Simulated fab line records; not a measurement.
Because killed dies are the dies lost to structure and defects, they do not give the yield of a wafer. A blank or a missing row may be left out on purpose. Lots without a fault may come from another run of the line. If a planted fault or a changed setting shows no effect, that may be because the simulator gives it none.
Chamber matching | flow sky130 | 4 sister chambers for SKY_FIELD_ISO_CMP_27 on cmp-01
The step polishes, stops on Si3N4, t overpolish 16 s, target thk 457.8 nm. 14 wafers are shown with their chamber, then 6 later ones without.

== EACH WAFER AND ITS CHAMBER ==
wafer  | chamber | motor current A (A) | time to endpoint s (s) | overpolish run s (s)
L277.2 | 3       | 13.4                | 114                    | 16.005
L277.5 | 2       | 12.0                | 110                    | 16.025
L277.6 | 1       | 11.7                | 107                    | 16.010
L278.2 | 1       | 11.7                | 114                    | 16.008
L278.3 | 3       | 13.7                | 116                    | 15.997
L278.4 | 2       | 12.1                | 114                    | 16.002
L280.2 | 0       | 14.6                | 110                    | 15.996
L280.3 | 3       | 12.8                | 114                    | 16.000
L280.6 | 2       | 12.0                | 112                    | 15.995
L282.2 | 1       | 11.3                | 113                    | 16.003
L282.5 | 0       | 14.7                | 115                    | 15.986
L282.6 | 1       | 11.4                | 105                    | 15.985
L284.3 | 3       | 12.8                | 118                    | 16.004
L284.4 | 2       | 11.8                | 115                    | 15.990

SIGNATURES (averages over the wafers above)
reading            | chamber 0 | chamber 1 | chamber 2 | chamber 3 | scatter within a chamber
motor current A    | 14.650    | 11.525    | 11.975    | 13.175    | 0.281
time to endpoint s | 112.50    | 109.75    | 112.75    | 115.50    | 3.11
overpolish run s   | 15.99100  | 16.00150  | 16.00300  | 16.00150  | 0.0109
Rule: for a wafer and a chamber, the distance is found by dividing, reading by reading, the gap between the wafer's reading and the chamber's mean by the reading's scatter, squaring, summing and taking the root. If the next closest chamber is less than 2 further off than the closest, the wafer can't be placed; otherwise it belongs to the closest. The scatter is the square root of a quotient: the sum, over the shown wafers, of each reading's squared deviation from its chamber's mean, divided by wafers minus chambers.

== WAFERS WITHOUT THEIR CHAMBER ==
wafer  | motor current A (A) | time to endpoint s (s) | overpolish run s (s)
L284.6 | 14.6                | 112                    | 16.023
L285.1 | 15.0                | 106                    | 16.011
L285.3 | 12.1                | 106                    | 16.016
L285.4 | 12.6                | 111                    | 16.014
L290.4 | 12.8                | 111                    | 15.999
L290.5 | 13.0                | 110                    | 15.998

== THE CHAMBER EACH PASSED THROUGH ==
wafer  | from the rows above          | in truth
L284.6 | 0                            | 0
L285.1 | 0                            | 0
L285.3 | can't be placed: 2 or 1      | 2
L285.4 | can't be placed: 2 or 3 or 1 | 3
L290.4 | can't be placed: 3 or 2      | 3
L290.5 | can't be placed: 3 or 2      | 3
Correct placement for 2 of the 6. Can't be placed from these rows: 4 (the true chamber is among the candidates in 4). Number placed wrongly: 0.
